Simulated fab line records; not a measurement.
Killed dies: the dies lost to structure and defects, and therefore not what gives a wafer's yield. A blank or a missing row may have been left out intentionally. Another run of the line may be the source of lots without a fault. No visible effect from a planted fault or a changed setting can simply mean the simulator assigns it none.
Which tool was responsible? || flow sky130 || 72 wafers from 24 lots sampled at 6 of the route's 708 steps

## WHAT THE GAUGES READ, wafer by wafer
SKY_METAL3_OVL_MEAS_14. Usual: for METAL3_OVL the level is -2 nm and the standard deviation is 5.3.
{"lot": "L074", "measured": "day 39 00:59", "on": "overlay-02", "METAL3_OVL (nm)": "-10 -1 -6", "flag": ""}
{"lot": "L075", "measured": "day 39 01:34", "on": "overlay-01", "METAL3_OVL (nm)": "6 2 6", "flag": ""}
{"lot": "L076", "measured": "day 39 11:55", "on": "overlay-02", "METAL3_OVL (nm)": "-4 -1 1", "flag": ""}
{"lot": "L077", "measured": "day 40 03:58", "on": "overlay-01", "METAL3_OVL (nm)": "-3 1 5", "flag": ""}
{"lot": "L079", "measured": "day 40 12:50", "on": "overlay-01", "METAL3_OVL (nm)": "-10 -8 -3", "flag": ""}
{"lot": "L078", "measured": "day 40 13:04", "on": "overlay-02", "METAL3_OVL (nm)": "-4 -7 -5", "flag": ""}
{"lot": "L080", "measured": "day 40 14:01", "on": "overlay-02", "METAL3_OVL (nm)": "-1 -1 -10", "flag": ""}
{"lot": "L081", "measured": "day 41 15:31", "on": "overlay-02", "METAL3_OVL (nm)": "-5 4 3", "flag": ""}
{"lot": "L083", "measured": "day 41 21:25", "on": "overlay-01", "METAL3_OVL (nm)": "2 5 1", "flag": ""}
{"lot": "L082", "measured": "day 42 00:44", "on": "overlay-01", "METAL3_OVL (nm)": "-6 -4 2", "flag": ""}
{"lot": "L084", "measured": "day 42 03:28", "on": "overlay-02", "METAL3_OVL (nm)": "-1 -1 -7", "flag": ""}
{"lot": "L085", "measured": "day 42 13:59", "on": "overlay-01", "METAL3_OVL (nm)": "4 2 0", "flag": ""}
{"lot": "L086", "measured": "day 42 20:32", "on": "overlay-01", "METAL3_OVL (nm)": "-2 0 -5", "flag": ""}
{"lot": "L088", "measured": "day 43 12:07", "on": "overlay-02", "METAL3_OVL (nm)": "-3 -4 -3", "flag": ""}
{"lot": "L087", "measured": "day 43 13:44", "on": "overlay-01", "METAL3_OVL (nm)": "-1 4 9", "flag": ""}
{"lot": "L090", "measured": "day 43 14:35", "on": "overlay-01", "METAL3_OVL (nm)": "-13 -8 1", "flag": ""}
{"lot": "L089", "measured": "day 43 15:26", "on": "overlay-02", "METAL3_OVL (nm)": "-17 -5 -4", "flag": ""}
{"lot": "L091", "measured": "day 43 20:15", "on": "overlay-01", "METAL3_OVL (nm)": "-4 1 -1", "flag": ""}
{"lot": "L092", "measured": "day 43 23:43", "on": "overlay-02", "METAL3_OVL (nm)": "7 1 5", "flag": ""}
{"lot": "L093", "measured": "day 44 10:31", "on": "overlay-01", "METAL3_OVL (nm)": "-6 -11 -2", "flag": ""}
{"lot": "L094", "measured": "day 44 12:43", "on": "overlay-02", "METAL3_OVL (nm)": "-2 2 6", "flag": ""}
{"lot": "L095", "measured": "day 44 18:16", "on": "overlay-01", "METAL3_OVL (nm)": "-3 0 -4", "flag": ""}
{"lot": "L096", "measured": "day 45 01:29", "on": "overlay-01", "METAL3_OVL (nm)": "-7 -4 -15", "flag": ""}
{"lot": "L097", "measured": "day 45 04:19", "on": "overlay-01", "METAL3_OVL (nm)": "-1 4 3", "flag": ""}

SKY_VIA3_THK_MEAS_01. Usual: for VIA3_HDPCVD_THK the level is 1641 nm and the standard deviation is 16.
{"lot": "L074", "measured": "day 39 02:10", "on": "filmMetro-02", "VIA3_HDPCVD_THK (nm)": "1648 1654 1626", "flag": ""}
{"lot": "L075", "measured": "day 39 02:44", "on": "filmMetro-03", "VIA3_HDPCVD_THK (nm)": "1657 1640 1651", "flag": ""}
{"lot": "L076", "measured": "day 39 13:04", "on": "filmMetro-02", "VIA3_HDPCVD_THK (nm)": "1652 1648 1655", "flag": ""}
{"lot": "L077", "measured": "day 40 05:30", "on": "filmMetro-03", "VIA3_HDPCVD_THK (nm)": "1629 1628 1628", "flag": ""}
{"lot": "L079", "measured": "day 40 14:02", "on": "filmMetro-02", "VIA3_HDPCVD_THK (nm)": "1671 1661 1655", "flag": ""}
{"lot": "L078", "measured": "day 40 14:12", "on": "filmMetro-04", "VIA3_HDPCVD_THK (nm)": "1617 1615 1618", "flag": ""}
{"lot": "L080", "measured": "day 40 15:09", "on": "filmMetro-03", "VIA3_HDPCVD_THK (nm)": "1620 1615 1615", "flag": ""}
{"lot": "L081", "measured": "day 41 16:38", "on": "filmMetro-04", "VIA3_HDPCVD_THK (nm)": "1656 1678 1645", "flag": ""}
{"lot": "L083", "measured": "day 41 22:34", "on": "filmMetro-03", "VIA3_HDPCVD_THK (nm)": "1654 1643 1650", "flag": ""}
{"lot": "L082", "measured": "day 42 02:02", "on": "filmMetro-03", "VIA3_HDPCVD_THK (nm)": "1652 1636 1624", "flag": ""}
{"lot": "L084", "measured": "day 42 04:48", "on": "filmMetro-04", "VIA3_HDPCVD_THK (nm)": "1623 1627 1614", "flag": ""}
{"lot": "L085", "measured": "day 42 15:14", "on": "filmMetro-03", "VIA3_HDPCVD_THK (nm)": "1635 1652 1646", "flag": ""}
{"lot": "L086", "measured": "day 42 21:40", "on": "filmMetro-03", "VIA3_HDPCVD_THK (nm)": "1638 1630 1652", "flag": ""}
{"lot": "L088", "measured": "day 43 13:14", "on": "filmMetro-03", "VIA3_HDPCVD_THK (nm)": "1658 1626 1641", "flag": ""}
{"lot": "L087", "measured": "day 43 14:55", "on": "filmMetro-03", "VIA3_HDPCVD_THK (nm)": "1611 1634 1623", "flag": ""}
{"lot": "L090", "measured": "day 43 15:43", "on": "filmMetro-03", "VIA3_HDPCVD_THK (nm)": "1630 1624 1622", "flag": ""}
{"lot": "L089", "measured": "day 43 16:34", "on": "filmMetro-03", "VIA3_HDPCVD_THK (nm)": "1626 1663 1651", "flag": ""}
{"lot": "L091", "measured": "day 43 21:23", "on": "filmMetro-03", "VIA3_HDPCVD_THK (nm)": "1633 1611 1621", "flag": ""}
{"lot": "L092", "measured": "day 44 00:52", "on": "filmMetro-04", "VIA3_HDPCVD_THK (nm)": "1648 1649 1646", "flag": ""}
{"lot": "L093", "measured": "day 44 11:39", "on": "filmMetro-02", "VIA3_HDPCVD_THK (nm)": "1622 1643 1613", "flag": ""}
{"lot": "L094", "measured": "day 44 14:19", "on": "filmMetro-03", "VIA3_HDPCVD_THK (nm)": "1619 1633 1630", "flag": ""}
{"lot": "L095", "measured": "day 44 19:23", "on": "filmMetro-04", "VIA3_HDPCVD_THK (nm)": "1643 1644 1651", "flag": ""}
{"lot": "L096", "measured": "day 45 02:40", "on": "filmMetro-02", "VIA3_HDPCVD_THK (nm)": "1647 1652 1643", "flag": ""}
{"lot": "L097", "measured": "day 45 05:30", "on": "filmMetro-02", "VIA3_HDPCVD_THK (nm)": "1659 1652 1647", "flag": ""}

SKY_CAP2M_THK_MEAS_04: measures by xrf. Usual: for CAP2M_TIN_THK the level is 196.2 nm and the standard deviation is 2.5.
{"lot": "L074", "measured": "day 40 05:25", "on": "filmMetro-03", "CAP2M_TIN_THK (nm)": "200.5 197.1 199.8", "flag": ""}
{"lot": "L075", "measured": "day 40 07:13", "on": "filmMetro-01", "CAP2M_TIN_THK (nm)": "197.0 196.5 199.1", "flag": ""}
{"lot": "L076", "measured": "day 40 16:41", "on": "filmMetro-03", "CAP2M_TIN_THK (nm)": "197.4 197.7 199.3", "flag": ""}
{"lot": "L077", "measured": "day 41 07:33", "on": "filmMetro-02", "CAP2M_TIN_THK (nm)": "191.0 190.6 190.5", "flag": ""}
{"lot": "L079", "measured": "day 41 16:56", "on": "filmMetro-01", "CAP2M_TIN_THK (nm)": "198.1 198.4 197.6", "flag": ""}
{"lot": "L078", "measured": "day 41 17:12", "on": "filmMetro-02", "CAP2M_TIN_THK (nm)": "194.4 192.8 192.8", "flag": ""}
{"lot": "L080", "measured": "day 41 17:44", "on": "filmMetro-01", "CAP2M_TIN_THK (nm)": "198.1 201.0 199.7", "flag": ""}
{"lot": "L081", "measured": "day 42 18:38", "on": "filmMetro-02", "CAP2M_TIN_THK (nm)": "198.7 197.5 197.2", "flag": ""}
{"lot": "L083", "measured": "day 43 00:40", "on": "filmMetro-01", "CAP2M_TIN_THK (nm)": "196.0 196.3 196.0", "flag": ""}
{"lot": "L082", "measured": "day 43 03:23", "on": "filmMetro-03", "CAP2M_TIN_THK (nm)": "196.0 196.0 195.5", "flag": ""}
{"lot": "L084", "measured": "day 43 07:18", "on": "filmMetro-03", "CAP2M_TIN_THK (nm)": "199.9 199.7 201.6", "flag": ""}
{"lot": "L085", "measured": "day 43 16:47", "on": "filmMetro-01", "CAP2M_TIN_THK (nm)": "194.2 192.8 193.7", "flag": ""}
{"lot": "L086", "measured": "day 43 22:29", "on": "filmMetro-03", "CAP2M_TIN_THK (nm)": "198.8 200.6 198.1", "flag": ""}
{"lot": "L088", "measured": "day 44 14:37", "on": "filmMetro-01", "CAP2M_TIN_THK (nm)": "196.0 195.9 195.4", "flag": ""}
{"lot": "L087", "measured": "day 44 15:53", "on": "filmMetro-01", "CAP2M_TIN_THK (nm)": "196.4 193.9 194.3", "flag": ""}
{"lot": "L090", "measured": "day 44 16:56", "on": "filmMetro-01", "CAP2M_TIN_THK (nm)": "194.0 194.0 193.4", "flag": ""}
{"lot": "L089", "measured": "day 44 17:49", "on": "filmMetro-03", "CAP2M_TIN_THK (nm)": "194.4 197.4 194.1", "flag": ""}
{"lot": "L091", "measured": "day 44 22:11", "on": "filmMetro-01", "CAP2M_TIN_THK (nm)": "197.4 197.9 198.3", "flag": ""}
{"lot": "L092", "measured": "day 45 01:38", "on": "filmMetro-03", "CAP2M_TIN_THK (nm)": "197.0 197.5 199.0", "flag": ""}
{"lot": "L093", "measured": "day 45 11:46", "on": "filmMetro-03", "CAP2M_TIN_THK (nm)": "198.6 196.9 197.0", "flag": ""}
{"lot": "L094", "measured": "day 45 14:22", "on": "filmMetro-03", "CAP2M_TIN_THK (nm)": "196.0 193.7 194.7", "flag": ""}
{"lot": "L095", "measured": "day 45 19:11", "on": "filmMetro-01", "CAP2M_TIN_THK (nm)": "197.3 197.8 196.7", "flag": ""}
{"lot": "L096", "measured": "day 46 01:55", "on": "filmMetro-01", "CAP2M_TIN_THK (nm)": "193.1 192.2 192.4", "flag": ""}
{"lot": "L097", "measured": "day 46 05:23", "on": "filmMetro-01", "CAP2M_TIN_THK (nm)": "193.9 192.3 193.6", "flag": ""}

## EACH LOT AND THE TOOL THAT RAN IT (in order: tool; ch and the chambers of the sampled wafers; start)
{"lot": "L074", "SKY_CAPM_STRIP_14": "plasmaAsher-03 ch 0,1, day 37 22:56", "SKY_METAL3_ETCH_16": "rieMetal-02 ch 0,1, day 39 01:03", "SKY_METAL4_SPUTTER_03": "pvdSputter-03, day 40 05:01"}
{"lot": "L075", "SKY_CAPM_STRIP_14": "plasmaAsher-01 ch 0,1, day 37 23:38", "SKY_METAL3_ETCH_16": "rieMetal-01 ch 0,1, day 39 01:38", "SKY_METAL4_SPUTTER_03": "pvdSputter-03, day 40 06:49"}
{"lot": "L076", "SKY_CAPM_STRIP_14": "plasmaAsher-04 ch 0,1, day 38 10:39", "SKY_METAL3_ETCH_16": "rieMetal-02 ch 0,1, day 39 11:58", "SKY_METAL4_SPUTTER_03": "pvdSputter-01, day 40 16:19"}
{"lot": "L077", "SKY_CAPM_STRIP_14": "plasmaAsher-03 ch 0,1, day 39 02:29", "SKY_METAL3_ETCH_16": "rieMetal-02 ch 0,1, day 40 04:01", "SKY_METAL4_SPUTTER_03": "pvdSputter-03, day 41 07:10"}
{"lot": "L079", "SKY_CAPM_STRIP_14": "plasmaAsher-03 ch 0,1, day 39 11:33", "SKY_METAL3_ETCH_16": "rieMetal-04 ch 0,1, day 40 12:54", "SKY_METAL4_SPUTTER_03": "pvdSputter-01, day 41 16:30"}
{"lot": "L078", "SKY_CAPM_STRIP_14": "plasmaAsher-04 ch 0,1, day 39 11:38", "SKY_METAL3_ETCH_16": "rieMetal-02 ch 0,1, day 40 13:08", "SKY_METAL4_SPUTTER_03": "pvdSputter-01, day 41 16:48"}
{"lot": "L080", "SKY_CAPM_STRIP_14": "plasmaAsher-01 ch 0,1, day 39 12:14", "SKY_METAL3_ETCH_16": "rieMetal-02 ch 0,1, day 40 14:07", "SKY_METAL4_SPUTTER_03": "pvdSputter-02, day 41 17:20"}
{"lot": "L081", "SKY_CAPM_STRIP_14": "plasmaAsher-03 ch 0,1, day 40 14:17", "SKY_METAL3_ETCH_16": "rieMetal-04 ch 0,1, day 41 15:35", "SKY_METAL4_SPUTTER_03": "pvdSputter-03, day 42 18:14"}
{"lot": "L083", "SKY_CAPM_STRIP_14": "plasmaAsher-03 ch 0,1, day 40 20:11", "SKY_METAL3_ETCH_16": "rieMetal-02 ch 0,1, day 41 21:29", "SKY_METAL4_SPUTTER_03": "pvdSputter-03, day 43 00:17"}
{"lot": "L082", "SKY_CAPM_STRIP_14": "plasmaAsher-01 ch 0,1, day 41 00:11", "SKY_METAL3_ETCH_16": "rieMetal-04 ch 0, day 42 00:50", "SKY_METAL4_SPUTTER_03": "pvdSputter-02, day 43 02:59"}
{"lot": "L084", "SKY_CAPM_STRIP_14": "plasmaAsher-01 ch 0,1, day 41 03:54", "SKY_METAL3_ETCH_16": "rieMetal-01 ch 0,1, day 42 03:32", "SKY_METAL4_SPUTTER_03": "pvdSputter-01, day 43 06:55"}
{"lot": "L085", "SKY_CAPM_STRIP_14": "plasmaAsher-01 ch 0,1, day 41 14:02", "SKY_METAL3_ETCH_16": "rieMetal-04 ch 0, day 42 14:05", "SKY_METAL4_SPUTTER_03": "pvdSputter-01, day 43 16:25"}
{"lot": "L086", "SKY_CAPM_STRIP_14": "plasmaAsher-01 ch 0,1, day 41 20:26", "SKY_METAL3_ETCH_16": "rieMetal-02 ch 0,1, day 42 20:37", "SKY_METAL4_SPUTTER_03": "pvdSputter-03, day 43 22:07"}
{"lot": "L088", "SKY_CAPM_STRIP_14": "plasmaAsher-04 ch 1, day 42 11:56", "SKY_METAL3_ETCH_16": "rieMetal-04 ch 0,1, day 43 12:11", "SKY_METAL4_SPUTTER_03": "pvdSputter-02, day 44 14:15"}
{"lot": "L087", "SKY_CAPM_STRIP_14": "plasmaAsher-03 ch 0,1, day 42 12:44", "SKY_METAL3_ETCH_16": "rieMetal-01 ch 0,1, day 43 13:49", "SKY_METAL4_SPUTTER_03": "pvdSputter-01, day 44 15:29"}
{"lot": "L090", "SKY_CAPM_STRIP_14": "plasmaAsher-04 ch 0,1, day 42 14:22", "SKY_METAL3_ETCH_16": "rieMetal-01 ch 0,1, day 43 14:40", "SKY_METAL4_SPUTTER_03": "pvdSputter-01, day 44 16:32"}
{"lot": "L089", "SKY_CAPM_STRIP_14": "plasmaAsher-01 ch 0,1, day 42 15:46", "SKY_METAL3_ETCH_16": "rieMetal-01 ch 0,1, day 43 15:31", "SKY_METAL4_SPUTTER_03": "pvdSputter-02, day 44 17:26"}
{"lot": "L091", "SKY_CAPM_STRIP_14": "plasmaAsher-04 ch 0,1, day 42 20:17", "SKY_METAL3_ETCH_16": "rieMetal-04 ch 0,1, day 43 20:20", "SKY_METAL4_SPUTTER_03": "pvdSputter-02, day 44 21:47"}
{"lot": "L092", "SKY_CAPM_STRIP_14": "plasmaAsher-04 ch 0, day 42 23:38", "SKY_METAL3_ETCH_16": "rieMetal-04 ch 0,1, day 43 23:47", "SKY_METAL4_SPUTTER_03": "pvdSputter-02, day 45 01:15"}
{"lot": "L093", "SKY_CAPM_STRIP_14": "plasmaAsher-04 ch 0,1, day 43 11:43", "SKY_METAL3_ETCH_16": "rieMetal-04 ch 0,1, day 44 10:37", "SKY_METAL4_SPUTTER_03": "pvdSputter-02, day 45 11:22"}
{"lot": "L094", "SKY_CAPM_STRIP_14": "plasmaAsher-03 ch 0,1, day 43 14:04", "SKY_METAL3_ETCH_16": "rieMetal-01 ch 0,1, day 44 12:49", "SKY_METAL4_SPUTTER_03": "pvdSputter-01, day 45 13:59"}
{"lot": "L095", "SKY_CAPM_STRIP_14": "plasmaAsher-04 ch 0,1, day 43 18:35", "SKY_METAL3_ETCH_16": "rieMetal-04 ch 0,1, day 44 18:20", "SKY_METAL4_SPUTTER_03": "pvdSputter-01, day 45 18:48"}
{"lot": "L096", "SKY_CAPM_STRIP_14": "plasmaAsher-04 ch 1, day 44 02:29", "SKY_METAL3_ETCH_16": "rieMetal-01 ch 0,1, day 45 01:34", "SKY_METAL4_SPUTTER_03": "pvdSputter-03, day 46 01:31"}
{"lot": "L097", "SKY_CAPM_STRIP_14": "plasmaAsher-03 ch 0,1, day 44 06:06", "SKY_METAL3_ETCH_16": "rieMetal-04 ch 0,1, day 45 04:23", "SKY_METAL4_SPUTTER_03": "pvdSputter-02, day 46 05:01"}
- SKY_CAPM_STRIP_14: strips in O2/N2.
- SKY_METAL3_ETCH_16: etches BARC in N2/H2, stops on SiO2, time 88.2 s, target depth 60 nm.
- SKY_METAL4_SPUTTER_03: material Ti, target thk 5 nm, time 3.3 s.

## AS READ BY THE TOOLS THEMSELVES (means over the sampled wafers that have a number; for cases with no such wafer, the mark the record gives instead)
SKY_CAPM_STRIP_14. Usual: drypumpMotorCurrentA 5.52 A, standard deviation 0.26; oesProductAu 0.710 a.u., standard deviation 0.0049; stripTimeToEndpointS 12.64 s, standard deviation 0.053.
{"lot": "L074", "tool": "plasmaAsher-03", "drypumpMotorCurrentA (A)": 5.40, "oesProductAu (a.u.)": 0.713, "stripTimeToEndpointS (s)": 12.62, "flag": ""}
{"lot": "L075", "tool": "plasmaAsher-01", "drypumpMotorCurrentA (A)": 5.64, "oesProductAu (a.u.)": 0.710, "stripTimeToEndpointS (s)": 12.70, "flag": ""}
{"lot": "L076", "tool": "plasmaAsher-04", "drypumpMotorCurrentA (A)": 5.70, "oesProductAu (a.u.)": 0.711, "stripTimeToEndpointS (s)": 12.60, "flag": ""}
{"lot": "L077", "tool": "plasmaAsher-03", "drypumpMotorCurrentA (A)": 5.42, "oesProductAu (a.u.)": 0.714, "stripTimeToEndpointS (s)": 12.57, "flag": ""}
{"lot": "L079", "tool": "plasmaAsher-03", "drypumpMotorCurrentA (A)": 5.42, "oesProductAu (a.u.)": 0.706, "stripTimeToEndpointS (s)": 12.61, "flag": ""}
{"lot": "L078", "tool": "plasmaAsher-04", "drypumpMotorCurrentA (A)": 5.64, "oesProductAu (a.u.)": 0.711, "stripTimeToEndpointS (s)": 12.70, "flag": ""}
{"lot": "L080", "tool": "plasmaAsher-01", "drypumpMotorCurrentA (A)": 5.62, "oesProductAu (a.u.)": 0.706, "stripTimeToEndpointS (s)": 12.57, "flag": ""}
{"lot": "L081", "tool": "plasmaAsher-03", "drypumpMotorCurrentA (A)": 5.43, "oesProductAu (a.u.)": 0.711, "stripTimeToEndpointS (s)": 12.68, "flag": ""}
{"lot": "L083", "tool": "plasmaAsher-03", "drypumpMotorCurrentA (A)": 5.38, "oesProductAu (a.u.)": 0.706, "stripTimeToEndpointS (s)": 12.64, "flag": ""}
{"lot": "L082", "tool": "plasmaAsher-01", "drypumpMotorCurrentA (A)": 5.34, "oesProductAu (a.u.)": 0.709, "stripTimeToEndpointS (s)": 12.65, "flag": ""}
{"lot": "L084", "tool": "plasmaAsher-01", "drypumpMotorCurrentA (A)": 5.35, "oesProductAu (a.u.)": 0.713, "stripTimeToEndpointS (s)": 12.66, "flag": ""}
{"lot": "L085", "tool": "plasmaAsher-01", "drypumpMotorCurrentA (A)": 5.62, "oesProductAu (a.u.)": 0.708, "stripTimeToEndpointS (s)": 12.61, "flag": ""}
{"lot": "L086", "tool": "plasmaAsher-01", "drypumpMotorCurrentA (A)": 5.36, "oesProductAu (a.u.)": 0.711, "stripTimeToEndpointS (s)": 12.65, "flag": ""}
{"lot": "L088", "tool": "plasmaAsher-04", "drypumpMotorCurrentA (A)": 5.73, "oesProductAu (a.u.)": 0.709, "stripTimeToEndpointS (s)": 12.74, "flag": ""}
{"lot": "L087", "tool": "plasmaAsher-03", "drypumpMotorCurrentA (A)": 5.39, "oesProductAu (a.u.)": 0.708, "stripTimeToEndpointS (s)": 12.74, "flag": ""}
{"lot": "L090", "tool": "plasmaAsher-04", "drypumpMotorCurrentA (A)": 5.69, "oesProductAu (a.u.)": 0.711, "stripTimeToEndpointS (s)": 12.58, "flag": ""}
{"lot": "L089", "tool": "plasmaAsher-01", "drypumpMotorCurrentA (A)": 5.64, "oesProductAu (a.u.)": 0.709, "stripTimeToEndpointS (s)": 12.65, "flag": ""}
{"lot": "L091", "tool": "plasmaAsher-04", "drypumpMotorCurrentA (A)": 5.61, "oesProductAu (a.u.)": 0.711, "stripTimeToEndpointS (s)": 12.66, "flag": ""}
{"lot": "L092", "tool": "plasmaAsher-04", "drypumpMotorCurrentA (A)": 5.53, "oesProductAu (a.u.)": 0.714, "stripTimeToEndpointS (s)": 12.59, "flag": ""}
{"lot": "L093", "tool": "plasmaAsher-04", "drypumpMotorCurrentA (A)": 5.65, "oesProductAu (a.u.)": 0.710, "stripTimeToEndpointS (s)": 12.60, "flag": ""}
{"lot": "L094", "tool": "plasmaAsher-03", "drypumpMotorCurrentA (A)": 5.42, "oesProductAu (a.u.)": 0.709, "stripTimeToEndpointS (s)": 12.55, "flag": ""}
{"lot": "L095", "tool": "plasmaAsher-04", "drypumpMotorCurrentA (A)": 5.58, "oesProductAu (a.u.)": 0.715, "stripTimeToEndpointS (s)": 12.62, "flag": ""}
{"lot": "L096", "tool": "plasmaAsher-04", "drypumpMotorCurrentA (A)": 5.73, "oesProductAu (a.u.)": 0.710, "stripTimeToEndpointS (s)": 12.62, "flag": ""}
{"lot": "L097", "tool": "plasmaAsher-03", "drypumpMotorCurrentA (A)": 5.41, "oesProductAu (a.u.)": 0.708, "stripTimeToEndpointS (s)": 12.69, "flag": ""}

SKY_METAL3_ETCH_16. Usual: drypumpMotorCurrentA 5.7 A, standard deviation 0.5; oesProductAu 0.625 a.u., standard deviation 0.0043; rfFwdPowerW 496.3 W, standard deviation 1.6; throttleValvePct 13.205 %, standard deviation 0.0092.
{"lot": "L074", "tool": "rieMetal-02", "drypumpMotorCurrentA (A)": 5.3, "oesProductAu (a.u.)": 0.625, "rfFwdPowerW (W)": 496.7, "throttleValvePct (%)": 13.208, "flag": ""}
{"lot": "L075", "tool": "rieMetal-01", "drypumpMotorCurrentA (A)": 5.4, "oesProductAu (a.u.)": 0.627, "rfFwdPowerW (W)": 497.3, "throttleValvePct (%)": 13.209, "flag": ""}
{"lot": "L076", "tool": "rieMetal-02", "drypumpMotorCurrentA (A)": 5.6, "oesProductAu (a.u.)": 0.628, "rfFwdPowerW (W)": 496.1, "throttleValvePct (%)": 13.209, "flag": ""}
{"lot": "L077", "tool": "rieMetal-02", "drypumpMotorCurrentA (A)": 5.3, "oesProductAu (a.u.)": 0.623, "rfFwdPowerW (W)": 497.4, "throttleValvePct (%)": 13.206, "flag": ""}
{"lot": "L079", "tool": "rieMetal-04", "drypumpMotorCurrentA (A)": 6.0, "oesProductAu (a.u.)": 0.628, "rfFwdPowerW (W)": 496.4, "throttleValvePct (%)": 13.199, "flag": ""}
{"lot": "L078", "tool": "rieMetal-02", "drypumpMotorCurrentA (A)": 5.3, "oesProductAu (a.u.)": 0.623, "rfFwdPowerW (W)": 495.9, "throttleValvePct (%)": 13.202, "flag": ""}
{"lot": "L080", "tool": "rieMetal-02", "drypumpMotorCurrentA (A)": 5.6, "oesProductAu (a.u.)": 0.623, "rfFwdPowerW (W)": 496.2, "throttleValvePct (%)": 13.199, "flag": ""}
{"lot": "L081", "tool": "rieMetal-04", "drypumpMotorCurrentA (A)": 6.0, "oesProductAu (a.u.)": 0.627, "rfFwdPowerW (W)": 496.4, "throttleValvePct (%)": 13.203, "flag": ""}
{"lot": "L083", "tool": "rieMetal-02", "drypumpMotorCurrentA (A)": 5.3, "oesProductAu (a.u.)": 0.628, "rfFwdPowerW (W)": 497.7, "throttleValvePct (%)": 13.203, "flag": ""}
{"lot": "L082", "tool": "rieMetal-04", "drypumpMotorCurrentA (A)": 5.7, "oesProductAu (a.u.)": 0.622, "rfFwdPowerW (W)": 497.2, "throttleValvePct (%)": 13.201, "flag": ""}
{"lot": "L084", "tool": "rieMetal-01", "drypumpMotorCurrentA (A)": 5.3, "oesProductAu (a.u.)": 0.625, "rfFwdPowerW (W)": 494.0, "throttleValvePct (%)": 13.200, "flag": ""}
{"lot": "L085", "tool": "rieMetal-04", "drypumpMotorCurrentA (A)": 5.7, "oesProductAu (a.u.)": 0.630, "rfFwdPowerW (W)": 498.4, "throttleValvePct (%)": 13.208, "flag": ""}
{"lot": "L086", "tool": "rieMetal-02", "drypumpMotorCurrentA (A)": 5.3, "oesProductAu (a.u.)": 0.624, "rfFwdPowerW (W)": 493.7, "throttleValvePct (%)": 13.203, "flag": ""}
{"lot": "L088", "tool": "rieMetal-04", "drypumpMotorCurrentA (A)": 6.0, "oesProductAu (a.u.)": 0.621, "rfFwdPowerW (W)": 496.4, "throttleValvePct (%)": 13.209, "flag": ""}
{"lot": "L087", "tool": "rieMetal-01", "drypumpMotorCurrentA (A)": 5.3, "oesProductAu (a.u.)": 0.622, "rfFwdPowerW (W)": 497.9, "throttleValvePct (%)": 13.200, "flag": ""}
{"lot": "L090", "tool": "rieMetal-01", "drypumpMotorCurrentA (A)": 5.7, "oesProductAu (a.u.)": 0.624, "rfFwdPowerW (W)": 495.6, "throttleValvePct (%)": 13.208, "flag": ""}
{"lot": "L089", "tool": "rieMetal-01", "drypumpMotorCurrentA (A)": 5.3, "oesProductAu (a.u.)": 0.626, "rfFwdPowerW (W)": 494.5, "throttleValvePct (%)": 13.203, "flag": ""}
{"lot": "L091", "tool": "rieMetal-04", "drypumpMotorCurrentA (A)": 6.0, "oesProductAu (a.u.)": 0.627, "rfFwdPowerW (W)": 495.7, "throttleValvePct (%)": 13.212, "flag": ""}
{"lot": "L092", "tool": "rieMetal-04", "drypumpMotorCurrentA (A)": 6.0, "oesProductAu (a.u.)": 0.623, "rfFwdPowerW (W)": 496.5, "throttleValvePct (%)": 13.197, "flag": ""}
{"lot": "L093", "tool": "rieMetal-04", "drypumpMotorCurrentA (A)": 6.2, "oesProductAu (a.u.)": 0.622, "rfFwdPowerW (W)": 497.7, "throttleValvePct (%)": 13.207, "flag": ""}
{"lot": "L094", "tool": "rieMetal-01", "drypumpMotorCurrentA (A)": 5.7, "oesProductAu (a.u.)": 0.626, "rfFwdPowerW (W)": 495.7, "throttleValvePct (%)": 13.208, "flag": ""}
{"lot": "L095", "tool": "rieMetal-04", "drypumpMotorCurrentA (A)": 6.0, "oesProductAu (a.u.)": 0.627, "rfFwdPowerW (W)": 496.3, "throttleValvePct (%)": 13.202, "flag": ""}
{"lot": "L096", "tool": "rieMetal-01", "drypumpMotorCurrentA (A)": 5.7, "oesProductAu (a.u.)": 0.626, "rfFwdPowerW (W)": 495.3, "throttleValvePct (%)": 13.205, "flag": ""}
{"lot": "L097", "tool": "rieMetal-04", "drypumpMotorCurrentA (A)": 6.0, "oesProductAu (a.u.)": 0.627, "rfFwdPowerW (W)": 497.9, "throttleValvePct (%)": 13.203, "flag": ""}

SKY_METAL4_SPUTTER_03. Usual: throttleValvePct reads 29.4 % (standard deviation 1).
{"lot": "L074", "tool": "pvdSputter-03", "throttleValvePct (%)": 29.3, "flag": ""}
{"lot": "L075", "tool": "pvdSputter-03", "throttleValvePct (%)": 29.1, "flag": ""}
{"lot": "L076", "tool": "pvdSputter-01", "throttleValvePct (%)": 29.5, "flag": ""}
{"lot": "L077", "tool": "pvdSputter-03", "throttleValvePct (%)": 29.4, "flag": ""}
{"lot": "L079", "tool": "pvdSputter-01", "throttleValvePct (%)": 29.6, "flag": ""}
{"lot": "L078", "tool": "pvdSputter-01", "throttleValvePct (%)": 29.1, "flag": ""}
{"lot": "L080", "tool": "pvdSputter-02", "throttleValvePct (%)": 29.2, "flag": ""}
{"lot": "L081", "tool": "pvdSputter-03", "throttleValvePct (%)": 29.1, "flag": ""}
{"lot": "L083", "tool": "pvdSputter-03", "throttleValvePct (%)": 29.6, "flag": ""}
{"lot": "L082", "tool": "pvdSputter-02", "throttleValvePct (%)": 29.3, "flag": ""}
{"lot": "L084", "tool": "pvdSputter-01", "throttleValvePct (%)": 29.8, "flag": ""}
{"lot": "L085", "tool": "pvdSputter-01", "throttleValvePct (%)": 29.1, "flag": ""}
{"lot": "L086", "tool": "pvdSputter-03", "throttleValvePct (%)": 29.1, "flag": ""}
{"lot": "L088", "tool": "pvdSputter-02", "throttleValvePct (%)": 29.5, "flag": ""}
{"lot": "L087", "tool": "pvdSputter-01", "throttleValvePct (%)": 29.1, "flag": ""}
{"lot": "L090", "tool": "pvdSputter-01", "throttleValvePct (%)": 29.7, "flag": ""}
{"lot": "L089", "tool": "pvdSputter-02", "throttleValvePct (%)": 28.5, "flag": ""}
{"lot": "L091", "tool": "pvdSputter-02", "throttleValvePct (%)": 28.9, "flag": ""}
{"lot": "L092", "tool": "pvdSputter-02", "throttleValvePct (%)": 28.3, "flag": ""}
{"lot": "L093", "tool": "pvdSputter-02", "throttleValvePct (%)": 29.2, "flag": ""}
{"lot": "L094", "tool": "pvdSputter-01", "throttleValvePct (%)": 29.8, "flag": ""}
{"lot": "L095", "tool": "pvdSputter-01", "throttleValvePct (%)": 29.3, "flag": ""}
{"lot": "L096", "tool": "pvdSputter-03", "throttleValvePct (%)": 29.1, "flag": ""}
{"lot": "L097", "tool": "pvdSputter-02", "throttleValvePct (%)": 29.3, "flag": ""}

## THE ANSWER, worked out from the rows above alone
Rule: a lot counts as off when the mean over its wafers that have a number is more than 3 standard deviations away from the usual mean. Also off: a lot with no number at a reading for which 4 or more lots have one. Where the step has rows for the other lots, those lots are counted as sound. Order of review: gauges by route order, followed by the tools' own readings, for which a lot's mean as printed above is used. The first step at which some lot is off is used, and at that step the reading that is off furthest; a lot without a number counts as furthest.
None of the lots is off at any reading shown; this tells nothing.

## WHAT THE SIMULATOR PUT IN
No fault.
